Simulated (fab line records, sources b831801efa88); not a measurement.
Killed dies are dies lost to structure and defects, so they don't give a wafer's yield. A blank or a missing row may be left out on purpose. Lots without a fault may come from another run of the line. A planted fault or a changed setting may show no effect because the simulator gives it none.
fab line records | flow sky130
record lots=7 wafers=21 last_day=50
route steps=708 shown FIELD_ISO@6 PAD_OPEN@708
lots that met no fault: from a run of the same line without faults
start_h: hours from the record's first day to the start of the lot's first wafer shown | wait_h: hours since the lot's step before | " the same as in the row above | L1.1+2: a row that stands for several wafers | - no value, or no start given | * or withheld: withheld | < > ~ a bound
route shown NAME@n: a module of which the file shows steps, and the number in the route of the first | usual: mean/standard deviation of fault-free wafers | same: alike in all rows | chamber/n: place in a boat | sites: the reading at each site | _std_site: their standard deviation | _edge_site: outer sites' mean less inner sites' | radius_mm: how far each site lies from the wafer's centre | mask NAME#n: copy n | behind: the tool/chamber that last shaped the wafer | hold: why the lot was held/for how many hours/how that ended | device: the transistor (n, p or np) that didn't switch | end of line: the same wafers' tests at the end of the route | a step without rows: its recipe alone | killed: dies lost to structure and defects at the first sort, not the wafer's yield | map: a wafer's dies, x killed, . not, _ none there
set.NAME: the setting as run; set.NAME@STEP: as run at that earlier step | model.NAME: the simulator's own value behind a step, which no gauge read
lots at some steps of the route; a table a step, a row a wafer
services: from which hour (start_h, from the record's first day; less than 0 if before it) a tool's chamber was out of use, for how many hours, and why
## steps
# step SKY_FIELD_ISO_DEHYDRATE_05
# recipe temp_c=200 time_s=60
# step SKY_FIELD_ISO_HMDS_06
# recipe prime_time_s=60 prime_temp_c=120
# step SKY_FIELD_ISO_COAT_07
# recipe resist=BARC temp_c=withheld time_s=withheld spin_rpm=3000 resist_thk_nm=60
# step SKY_FIELD_ISO_COAT_08
# recipe resist=KrF-thick spin_rpm=3000 resist_thk_nm=450
# step SKY_FIELD_ISO_SOFTBAKE_09
# recipe temp_c=99.26 time_s=90 resist=KrF-thick
# step SKY_FIELD_ISO_EXPOSE_10
# recipe mask_id=FOM na=0.68 source_shape=annular sigma_inner=0.4 sigma_outer=0.8 target_cd_nm=150 dose_mj=28
# step SKY_FIELD_ISO_PEB_11
# recipe peb_temp_c=withheld peb_time_s=withheld resist=KrF-thick
# step SKY_FIELD_ISO_DEVELOP_12
# recipe develop_time_s=60 resist=KrF-thick dev_temp_c=21
# step SKY_FIELD_ISO_CD_MEAS_13
# recipe target_cd_nm=150
# usual cd_nm=150.1/1.7
# columns lot.wafer tool chamber start_h wait_h cd_nm
L674.1 cd_sem-01 - 40.11 - 149.5
L674.2 " - " " 148.9
L674.6 " - " " 148.6
L676.1 cd_sem-01 - 49.76 - 149.0
L676.2 " - " " 151.0
L676.6 " - " " 150.8
L679.2 cd_sem-01 - 67.03 - 154.0
L679.4 " - " " 153.1
L679.5 " - " " 153.4
L681.3 cd_sem-01 - 76.15 - 151.9
L681.4 " - " " 153.4
L681.6 " - " " 151.5
L682.1 cd_sem-01 - 81.61 - 152.9
L682.3 " - " " 152.0
L682.4 " - " " 152.5
L690.1 cd_sem-01 - 123.06 - 149.5
L690.2 " - " " 149.7
L690.4 " - " " 149.6
L692.2 cd_sem-01 - 132.13 - 148.9
L692.3 " - " " 146.8
L692.5 " - " " 148.9
# step SKY_FIELD_ISO_ETCH_14
# recipe chemistry=N2/H2 target=BARC ion_energy_ev=200 source_w=500 bias_w=100 pressure_mtorr=30 n2_flow_sccm=100 h2_flow_sccm=200 stop_on=SiO2 time_s=45.9 target_depth_a=600
# usual drypump_motor_current_A=5.9/0.45 oes_product_au=0.855/0.0043 run_length_s=74.1/0.46 throttle_valve_pct=13.223/0.0096
# columns lot.wafer tool chamber start_h wait_h drypump_motor_current_A oes_product_au rf_hours_counter_h run_length_s throttle_valve_pct
L674.1 rie_diel-01 3 40.23 0.1 5.7 0.856 0 73.6 13.228
L674.2 " 2 " " 6.7 0.853 90 74.5 13.226
L674.6 " 3 " " 5.7 0.855 - 73.6 13.233
L676.1 rie_diel-03 2 49.88 0.1 5.9 0.860 39 74.4 13.228
L676.2 " 0 " " 5.9 0.853 0 73.2 13.221
L676.6 " 0 " " 5.9 0.854 - 73.9 13.243
L679.2 rie_diel-03 1 67.13 0.1 6.4 0.857 76 74.0 13.225
L679.4 " 0 " " 5.9 0.855 - 73.4 13.219
L679.5 " 1 " " 6.3 0.859 - 73.9 13.218
L681.3 rie_diel-01 0 76.23 0.1 5.7 0.852 64 74.1 13.206
L681.4 " 0 " " 5.7 0.859 - 74.1 13.222
L681.6 " 2 " " 6.7 0.854 - 74.5 13.229
L682.1 rie_diel-01 2 81.73 0.1 6.7 0.857 91 74.9 13.220
L682.3 " 0 " " 5.6 0.851 64 74.1 13.250
L682.4 " 3 " " 5.7 0.857 - 73.6 13.214
L690.1 rie_diel-01 1 123.18 0.1 5.9 0.853 1 74.3 13.229
L690.2 " 3 " " 5.7 0.855 2 73.7 13.227
L690.4 " 0 " " 5.7 0.847 65 74.1 13.225
L692.2 rie_diel-02 1 132.23 0.1 5.1 0.850 132 74.2 13.220
L692.3 " 3 " " 5.3 0.851 101 74.8 13.223
L692.5 " 2 " " 5.6 0.855 - 74.0 13.224
# step SKY_FIELD_ISO_ETCH_15
# recipe chemistry=CHF3/O2 target_depth_nm=180 stop_on=Si source_w=600 bias_w=200 pressure_mtorr=40 chf3_flow_sccm=50 O2_flow_sccm=5 time_s=72
# usual drypump_motor_current_A=5.9/0.44 oes_product_au=0.944/0.0069 run_length_s=100.2/0.45 throttle_valve_pct=8.844/0.009
# columns lot.wafer tool chamber start_h wait_h drypump_motor_current_A oes_product_au rf_hours_counter_h run_length_s throttle_valve_pct
L674.1 rie_diel-01 3 40.27 0.0 5.7 0.944 0 100.0 8.851
L674.2 " 2 " " 6.6 0.944 90 100.6 8.847
L674.6 " 3 " " 5.7 0.948 - 99.6 8.859
L676.1 rie_diel-03 2 49.92 0.0 5.9 0.939 39 100.1 8.834
L676.2 " 0 " " 5.9 0.933 0 99.6 8.851
L676.6 " 0 " " 5.9 0.955 - 99.9 8.851
L679.2 rie_diel-03 1 67.17 0.0 6.4 0.943 76 100.1 8.836
L679.4 " 0 " " 5.9 0.951 - 100.0 8.841
L679.5 " 1 " " 6.4 0.942 - 100.0 8.853
L681.3 rie_diel-01 0 76.27 0.0 5.7 0.949 64 100.0 8.831
L681.4 " 0 " " 5.7 0.952 - 100.1 8.819
L681.6 " 2 " " 6.7 0.955 - 100.6 8.848
L682.1 rie_diel-01 2 81.77 0.0 6.6 0.943 91 100.7 8.841
L682.3 " 0 " " 5.7 0.946 64 100.3 8.827
L682.4 " 3 " " 5.7 0.943 - 99.9 8.838
L690.1 rie_diel-01 1 123.22 0.0 5.9 0.957 1 100.1 8.838
L690.2 " 3 " " 5.7 0.948 2 99.8 8.862
L690.4 " 0 " " 5.7 0.941 65 100.0 8.842
L692.2 rie_diel-02 1 132.27 0.0 5.1 0.951 132 100.4 8.841
L692.3 " 3 " " 5.4 0.959 101 100.9 8.860
L692.5 " 2 " " 5.6 0.956 - 100.2 8.859
# step SKY_FIELD_ISO_STRIP_16
# recipe chemistry=O2/N2 power_w=1400 pressure_mtorr=1500 platen_temp_c=withheld o2_flow_sccm=3000 n2_flow_sccm=300 overash_fraction=0.5
# usual drypump_motor_current_A=5.65/0.28 o2_flow_sccm=3000/9.4 oes_product_au=0.378/0.0042 strip_time_to_endpoint_s=3.55/0.035
# columns lot.wafer tool chamber start_h wait_h drypump_motor_current_A o2_flow_sccm oes_product_au rf_hours_counter_h strip_time_to_endpoint_s
L674.1 plasma_asher-01 1 40.33 0.0 5.81 3011 0.379 33 3.55
L674.2 " 0 " " 5.99 2994 0.382 33 3.54
L674.6 " 0 " " 5.98 2984 0.372 - 3.56
L676.1 plasma_asher-01 0 49.98 0.0 5.98 3004 0.381 34 3.60
L676.2 " 1 " " 5.76 2998 0.378 34 3.63
L676.6 " 0 " " 5.99 3003 0.381 - 3.62
L679.2 plasma_asher-04 0 67.23 0.0 5.19 2989 0.378 36 3.54
L679.4 " 0 " " 5.19 3000 0.380 - 3.61
L679.5 " 0 " " 5.16 2996 0.379 - 3.54
L681.3 plasma_asher-01 0 76.36 0.1 5.98 2984 0.379 - 3.47
L681.4 " 1 " " 5.80 3018 0.376 - 3.49
L681.6 " 0 " " 5.98 2993 0.368 - 3.52
L682.1 plasma_asher-01 1 81.83 0.0 5.81 2999 0.373 37 3.55
L682.3 " 1 " " 5.81 2997 0.371 - 3.51
L682.4 " 0 " " 5.98 3011 0.385 - 3.53
L690.1 plasma_asher-01 1 123.28 0.0 5.80 3013 0.378 42 3.51
L690.2 " 0 " " 6.02 2986 0.371 42 3.57
L690.4 " 0 " " 6.02 2985 0.375 - 3.49
L692.2 plasma_asher-03 1 132.33 0.0 5.64 3002 0.383 1 3.63
L692.3 " 0 " " 5.30 3008 0.379 - 3.63
L692.5 " 1 " " 5.65 2998 0.386 - 3.61
# step SKY_FIELD_ISO_ETCH_17
# recipe target_depth_a=3420 mask_material=Si3N4 chemistry=HBr/Cl2/O2 target=Si taper_deg=5 icp_w=600 bias_w=150 pressure_mtorr=15 HBr_flow_sccm=150 Cl2_flow_sccm=40 O2_flow_sccm=6 time_s=97.7
# usual drypump_motor_current_A=5.7/0.54 mfc_cl2_sccm=40.01/0.11 oes_product_au=1.005/0.013 run_length_s=126.1/0.53 throttle_valve_pct=25.653/0.012
# columns lot.wafer tool chamber start_h wait_h drypump_motor_current_A mfc_cl2_sccm oes_product_au rf_hours_counter_h run_length_s throttle_valve_pct model.etch.depth_nm model.FIELD_ISO.feature_depth_nm
L674.1 rie_si-02 0 40.43 0.1 5.3 40.01 1.003 1 127.1 25.649 339.7 339.7
L674.2 " 1 " " 4.9 40.05 1.014 120 125.8 25.637 348.3 348.3
L674.6 " 0 " " 5.2 39.76 1.005 - 126.7 25.651 340.8 340.8
L676.1 rie_si-01 2 50.08 0.1 6.2 39.86 1.029 76 125.1 25.636 360.5 360.5
L676.2 " 1 " " 5.3 39.91 1.004 18 126.2 25.662 340.6 340.6
L676.6 " 0 " " 5.3 39.94 1.027 - 126.2 25.643 351.6 351.6
L679.2 rie_si-01 2 67.33 0.1 6.2 40.05 1.015 76 125.1 25.645 353.1 353.1
L679.4 " 1 " " 5.3 39.92 0.996 18 113.5 25.666 291.6 291.6
L679.5 " 3 " " 6.6 40.03 0.997 - 114.1 25.655 299 299
L681.3 rie_si-01 2 76.43 0.0 6.2 40.25 1.022 76 125.4 25.643 352.6 352.6
L681.4 " 0 " " 5.3 40.02 1.010 3 113.0 25.642 301.8 301.8
L681.6 " 0 " " 5.3 39.94 1.003 - 125.7 25.653 348.3 348.3
L682.1 rie_si-01 1 81.93 0.1 5.3 39.88 0.992 18 126.5 25.670 338.4 338.4
L682.3 " 2 " " 6.3 39.88 1.022 76 125.4 25.653 353.7 353.7
L682.4 " 0 " " 5.3 39.97 1.009 3 113.1 25.636 302 302
L690.1 rie_si-02 2 123.38 0.1 6.0 39.98 1.009 2 126.4 25.634 346.4 346.4
L690.2 " 0 " " 5.2 40.02 1.004 2 126.8 25.647 344.3 344.3
L690.4 " 1 " " 5.0 40.09 1.017 121 126.0 25.645 350.3 350.3
L692.2 rie_si-02 2 132.43 0.1 6.0 40.24 0.996 2 126.3 25.653 342.1 342.1
L692.3 " 0 " " 5.2 39.93 0.992 2 127.0 25.663 338.5 338.5
L692.5 " 0 " " 5.2 39.96 1.002 - 127.1 25.663 339 339
# step SKY_FIELD_ISO_WET_ETCH_18
# recipe chemistry=H3PO4 target_depth_nm=25 temp_c=160 target=Si3N4 time_s=286
# step SKY_PAD_OPEN_PROBE_99
# usual killed_at_M0_to_M3=43/7.3 killed_at_M4_up=3.2/1.9 killed_at_contacts=24/5.5 killed_at_front_end=15/4.7 killed_at_other=0.5/0.75 killed_dies=85/9.5 killed_open=46/7 killed_short=38/7.4
# same gross_dies=492 killed_at_back_side=0
# columns lot.wafer tool chamber start_h wait_h killed_at_M0_to_M3 killed_at_M4_up killed_at_contacts killed_at_front_end killed_at_other killed_dies killed_open killed_short model.etest.res_p_drift_20v.line_ohm_um model.etest.res_p_drift_20v.rs_ohm_sq model.etest.pfet_16v.r_on_ohm_um model.etest.res_iso_pwell.rs_ohm_sq model.etest.res_iso_pwell.line_ohm_um model.etest.res_nwell.line_ohm_um model.etest.res_nwell.rs_ohm_sq model.etest.cap_poly_to_well.c_af_um2
L674.1 prober-01 - 1111.34 0.1 40 2 26 26 0 94 61 32 1.135e+04 9565 1.51e+04 3212 1232 1112 932.6 93.04
L674.2 prober-01 - 1111.39 0.1 38 0 22 31 1 92 49 41 1.175e+04 9925 1.543e+04 3384 1279 1125 948.6 89.49
L674.6 prober-01 - 1111.59 0.2 39 1 23 20 3 86 38 48 1.139e+04 9482 1.513e+04 3206 1221 1118 935.5 91.87
L676.1 prober-01 - 1127.78 0.1 42 4 27 20 1 94 46 48 1.176e+04 9878 1.607e+04 3642 1383 1204 1030 89.76
L676.2 prober-01 - 1127.83 0.1 50 0 19 14 0 83 43 40 1.077e+04 8878 1.504e+04 3080 1171 1137 955.5 92.28
L676.6 prober-01 - 1128.03 0.2 35 1 26 14 1 77 40 36 1.148e+04 9525 1.572e+04 3419 1299 1180 996.7 88.29
L679.2 prober-02 - 1141.03 0.1 51 1 20 13 0 85 44 41 1.315e+04 1.093e+04 1.545e+04 2869 1090 1119 941.4 89.28
L679.4 prober-02 - 1141.13 0.2 40 3 28 19 0 90 52 38 9384 7816 1.403e+04 2134 798.1 936.5 792.4 104.3
L679.5 prober-02 - 1141.18 0.2 38 3 22 17 0 80 38 42 9636 8092 1.401e+04 2210 826.4 985.5 810.2 103.1
L681.3 prober-02 - 1152.53 0.2 54 4 20 22 2 102 50 49 1.251e+04 1.048e+04 1.58e+04 3355 1255 1221 1015 89.86
L681.4 prober-02 - 1152.58 0.2 37 4 21 16 1 79 53 24 9698 7969 1.393e+04 2404 907.1 1033 862.2 98.58
L681.6 prober-02 - 1152.68 0.2 31 5 25 7 0 68 37 31 1.222e+04 1.004e+04 1.57e+04 3228 1215 1170 991.8 91.21
L682.1 prober-01 - 1156.24 0.1 53 3 27 19 0 102 50 52 1.05e+04 8964 1.5e+04 3002 1125 1084 909.7 94.56
L682.3 prober-01 - 1156.34 0.2 55 4 7 16 0 82 35 47 1.154e+04 9653 1.562e+04 3338 1276 1122 955.8 89.55
L682.4 prober-01 - 1156.39 0.2 37 0 20 17 1 75 40 35 9178 7685 1.397e+04 2413 899.2 969.2 815.1 101.9
L690.1 prober-02 - 1198.88 0.1 42 3 33 16 2 96 50 44 1.218e+04 1.024e+04 1.553e+04 3208 1206 1106 932 89.38
L690.2 prober-02 - 1198.93 0.1 30 2 38 13 0 83 47 35 1.198e+04 1.003e+04 1.533e+04 3077 1189 1076 919.2 91.98
L690.4 prober-02 - 1199.03 0.2 33 4 24 19 1 81 40 40 1.249e+04 1.043e+04 1.553e+04 3243 1222 1090 926.5 89.47
L692.2 prober-02 - 1203.04 0.1 48 0 25 10 0 83 36 47 1.128e+04 9535 1.48e+04 2878 1078 1113 924.7 90.77
L692.3 prober-02 - 1203.09 0.2 69 2 22 8 0 101 45 56 1.121e+04 9304 1.47e+04 2862 1069 1088 911.9 91.53
L692.5 prober-02 - 1203.19 0.2 48 4 22 13 0 87 52 34 1.104e+04 9201 1.468e+04 2819 1067 1096 913.5 92.12
# killed by level:class
L674.1 CONTACT:geometric_particle:open=12 VIA1:geometric_particle:open=10 FIELD_ISO:geometric_particle:open=7 VIA2:geometric_particle:open=7 VIA3:geometric_particle:open=7 POLY_GATE:geometric_particle:open=6 LI_CONTACT:geometric_particle:open=5 METAL1:geometric_particle:short=5
L674.2 CONTACT:geometric_particle:open=11 FIELD_ISO:geometric_particle:open=10 FIELD_ISO:geometric_particle:short=10 METAL1:geometric_particle:short=7 LI_CONTACT:geometric_particle:open=7 VIA1:geometric_particle:open=7 METAL2:geometric_particle:short=7 VIA2:geometric_particle:open=4
L674.6 VIA1:geometric_particle:open=9 POLY_GATE:geometric_particle:short=8 LI_CONTACT:geometric_particle:open=6 CONTACT:geometric_particle:open=6 FIELD_ISO:geometric_particle:short=5 LOCAL_INTERCONNECT:geometric_particle:short=5 METAL1:geometric_particle:short=5 VIA1:geometric_particle:short=4
L676.1 VIA1:geometric_particle:open=11 CONTACT:geometric_particle:open=8 LI_CONTACT:geometric_particle:open=6 LOCAL_INTERCONNECT:geometric_particle:short=5 VIA1:geometric_particle:short=5 VIA2:geometric_particle:short=5 VIA3:geometric_particle:open=5 FIELD_ISO:geometric_particle:short=4
L676.2 VIA1:geometric_particle:open=10 VIA2:geometric_particle:open=9 CONTACT:geometric_particle:open=7 METAL1:geometric_particle:short=7 VIA1:geometric_particle:short=6 FIELD_ISO:geometric_particle:short=5 LI_CONTACT:geometric_particle:open=4 LOCAL_INTERCONNECT:geometric_particle:short=4
L676.6 CONTACT:geometric_particle:open=11 VIA1:geometric_particle:open=7 LOCAL_INTERCONNECT:geometric_particle:short=6 POLY_GATE:geometric_particle:short=4 VIA3:geometric_particle:open=4 LI_CONTACT:geometric_particle:open=4 METAL1:geometric_particle:short=4 VIA1:geometric_particle:short=4
L679.2 VIA1:geometric_particle:open=11 CONTACT:geometric_particle:open=8 METAL2:geometric_particle:short=8 LI_CONTACT:geometric_particle:open=6 VIA3:geometric_particle:open=6 FIELD_ISO:geometric_particle:open=5 VIA1:geometric_particle:short=5 VIA2:geometric_particle:open=5
L679.4 CONTACT:geometric_particle:open=10 LI_CONTACT:geometric_particle:open=9 VIA2:geometric_particle:open=9 VIA1:geometric_particle:open=7 METAL2:geometric_particle:short=6 FIELD_ISO:geometric_particle:short=5 POLY_GATE:geometric_particle:short=5 LI_CONTACT:geometric_particle:short=4
L679.5 CONTACT:geometric_particle:open=10 METAL1:geometric_particle:short=9 VIA1:geometric_particle:open=8 POLY_GATE:geometric_particle:open=5 LI_CONTACT:geometric_particle:open=5 VIA1:geometric_particle:short=5 POLY_GATE:geometric_particle:short=4 LOCAL_INTERCONNECT:geometric_particle:short=4
L681.3 CONTACT:geometric_particle:open=12 VIA1:geometric_particle:open=11 VIA1:geometric_particle:short=10 VIA3:geometric_particle:open=7 VIA2:geometric_particle:open=7 FIELD_ISO:geometric_particle:short=6 VIA3:geometric_particle:short=6 METAL2:geometric_particle:short=4
L681.4 CONTACT:geometric_particle:open=13 VIA1:geometric_particle:open=9 LI_CONTACT:geometric_particle:open=6 VIA3:geometric_particle:open=5 FIELD_ISO:geometric_particle:open=4 POLY_GATE:geometric_particle:open=4 VIA1:geometric_particle:short=4 METAL2:geometric_particle:short=4
L681.6 CONTACT:geometric_particle:open=11 VIA1:geometric_particle:open=8 LI_CONTACT:geometric_particle:open=7 METAL1:geometric_particle:short=5 VIA2:geometric_particle:open=5 METAL2:geometric_particle:short=5 CONTACT:geometric_particle:short=4 METAL4:geometric_particle:short=4
L682.1 VIA1:geometric_particle:open=13 POLY_GATE:geometric_particle:short=9 CONTACT:geometric_particle:open=9 VIA3:geometric_particle:open=8 METAL2:geometric_particle:short=8 LI_CONTACT:geometric_particle:open=7 VIA3:geometric_particle:short=7 LOCAL_INTERCONNECT:geometric_particle:short=5
L682.3 VIA1:geometric_particle:open=14 METAL2:geometric_particle:short=8 VIA3:geometric_particle:open=8 VIA1:geometric_particle:short=7 POLY_GATE:geometric_particle:short=6 FIELD_ISO:geometric_particle:short=5 METAL1:geometric_particle:short=4 VIA2:geometric_particle:open=4
L682.4 VIA1:geometric_particle:open=12 LOCAL_INTERCONNECT:geometric_particle:short=8 LI_CONTACT:geometric_particle:open=7 FIELD_ISO:geometric_particle:short=6 VIA3:geometric_particle:open=6 METAL2:geometric_particle:short=5 FIELD_ISO:geometric_particle:open=4 VIA1:geometric_particle:short=4
L690.1 VIA1:geometric_particle:open=11 LOCAL_INTERCONNECT:geometric_particle:short=9 CONTACT:geometric_particle:open=8 VIA2:geometric_particle:open=7 CONTACT:geometric_particle:short=7 METAL1:geometric_particle:short=7 LI_CONTACT:geometric_particle:open=6 VIA3:geometric_particle:open=6
L690.2 CONTACT:geometric_particle:open=15 LI_CONTACT:geometric_particle:open=9 VIA2:geometric_particle:open=8 VIA3:geometric_particle:open=6 POLY_GATE:geometric_particle:short=5 LI_CONTACT:geometric_particle:short=5 LOCAL_INTERCONNECT:geometric_particle:short=5 CONTACT:geometric_particle:short=4
L690.4 CONTACT:geometric_particle:open=9 FIELD_ISO:geometric_particle:open=8 LOCAL_INTERCONNECT:geometric_particle:short=8 VIA1:geometric_particle:open=8 FIELD_ISO:geometric_particle:short=5 METAL2:geometric_particle:short=5 METAL1:geometric_particle:short=4 VIA3:geometric_particle:open=4
L692.2 CONTACT:geometric_particle:open=9 VIA3:geometric_particle:short=7 METAL1:geometric_particle:short=7 CONTACT:geometric_particle:short=6 VIA1:geometric_particle:short=6 VIA1:geometric_particle:open=6 METAL2:geometric_particle:short=6 VIA3:geometric_particle:open=5
L692.3 VIA1:geometric_particle:open=24 METAL2:geometric_particle:short=12 METAL1:geometric_particle:short=11 VIA1:geometric_particle:short=9 CONTACT:geometric_particle:open=6 LOCAL_INTERCONNECT:geometric_particle:short=5 CONTACT:geometric_particle:short=4 VIA3:geometric_particle:open=4
L692.5 CONTACT:geometric_particle:open=11 VIA1:geometric_particle:open=11 VIA3:geometric_particle:open=8 METAL2:geometric_particle:short=6 VIA2:geometric_particle:open=6 LOCAL_INTERCONNECT:geometric_particle:short=5 FIELD_ISO:geometric_particle:short=4 LI_CONTACT:geometric_particle:open=4
## services
# columns tool chamber start_h hours kind
rie_diel-03 0 21.41 - clean
rie_diel-03 0 21.41 19.7 scheduled_down
rie_diel-03 0 21.41 19.7 vent_cycle
rie_diel-01 2 49.49 3.1 repair
rie_diel-02 - 55.32 2.8 pm
rie_diel-01 1 63.69 - clean
rie_diel-01 1 63.69 21.4 scheduled_down
rie_diel-01 1 63.69 21.4 vent_cycle
rie_diel-03 2 63.93 4.0 repair
rie_diel-02 0 89.86 4.3 repair
plasma_asher-04 - 106.58 6.5 repair
plasma_asher-03 - 108.75 9.0 pm
plasma_asher-03 0 108.75 9.0 vent_cycle
plasma_asher-03 1 108.75 9.0 vent_cycle
plasma_asher-01 - 112.47 1.7 repair
rie_diel-02 1 112.54 2.6 repair
plasma_asher-04 - 113.67 3.4 repair
plasma_asher-03 0 117.75 - clean
plasma_asher-03 1 117.75 - clean
rie_si-01 3 128.91 - clean
rie_si-01 3 128.91 30.3 scheduled_down
rie_si-01 3 128.91 30.3 vent_cycle
rie_diel-03 1 129.08 10.7 repair
## key
first_sign step=SKY_FIELD_ISO_ETCH_17 reading=run_length_s direction=down sigmas=24 usual=* struck=*
effect none on later readings
model_effect step=SKY_FIELD_ISO_ETCH_17 value=etch.depth_nm without=344.1 struck=298.6
model_effect step=SKY_PAD_OPEN_PROBE_99 value=etest.res_p_drift_20v.line_ohm_um without=1.183e+04 struck=9474
met_at SKY_FIELD_ISO_ETCH_17
struck_wafers L679.4,L679.5,L681.4,L682.4
tester_left_out L679,L681,L682
onset_between 50.08 67.33
fault kind=process_parameter_drift tool=rie_si-01 chamber=- onset_h=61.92 steps=SKY_FIELD_ISO_ETCH_17 channel=time_s offset=* shape=step end_h=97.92 scope=struck_wafers_only acts_in=* stated=*
# tester_left_out: of these lots the tester's yield and bins aren't shown, on N5 and GAA mostly nor the transistor test; their killed dies are dies lost to structure and defects alone, not to doping, threshold or leakage, so they don't give the yield
